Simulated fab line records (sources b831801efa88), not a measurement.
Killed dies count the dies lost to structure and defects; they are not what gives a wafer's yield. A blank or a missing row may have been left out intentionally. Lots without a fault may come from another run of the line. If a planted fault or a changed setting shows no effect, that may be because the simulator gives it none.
The tool behind it: which one? / flow gf180mcu / 21 wafers sampled from 7 lots at 1 step of a route of 602

## WHAT THE GAUGES READ, wafer by wafer
GF_V4_RS_MEAS_24: uses a four-point probe to measure.
lot=L478; measured=day 25 06:54; on=film-metro-02; V4_W_RS (ohm/sq)=0.328 0.330 0.331
lot=L480; measured=day 25 22:44; on=film-metro-03; V4_W_RS (ohm/sq)=0.330 0.331 0.329
lot=L487; measured=day 28 16:49; on=film-metro-03; V4_W_RS (ohm/sq)=0.327 0.325 0.328
lot=L491; measured=day 29 18:46; on=film-metro-02; V4_W_RS (ohm/sq)=0.321 0.334 0.324
lot=L493; measured=day 30 02:44; on=film-metro-02; V4_W_RS (ohm/sq)=0.331 0.329 0.321
lot=L495; measured=day 30 13:15; on=film-metro-03; V4_W_RS (ohm/sq)=0.322 0.323 0.318
lot=L498; measured=day 31 10:54; on=film-metro-01; V4_W_RS (ohm/sq)=0.322 0.331 0.323

## TOOL THAT RAN EACH LOT (tool first, then ch and the chambers of the sampled wafers, then the start)
Before these readings, the record contains no process step.

## THE ANSWER, worked out from the rows above alone
Rule: the usual values come from the lots themselves. Put in order of their means at a reading, lots are off if they are a third of the lots or fewer, leave a main group of 4 or more, and stand apart from it by a gap of 3 or more times the standard deviation of the main group's means; of several such gaps the widest counts. A main group is skipped when, at the precision printed for the reading in the tables above, its means are all equal. A lot without any number at a reading at which 4 lots or more have one is off too. The other lots that the step has rows for count as sound.
Across all readings shown, no lot is off: no conclusion can be drawn from this.

## WHAT HAD BEEN PUT IN BY THE SIMULATOR
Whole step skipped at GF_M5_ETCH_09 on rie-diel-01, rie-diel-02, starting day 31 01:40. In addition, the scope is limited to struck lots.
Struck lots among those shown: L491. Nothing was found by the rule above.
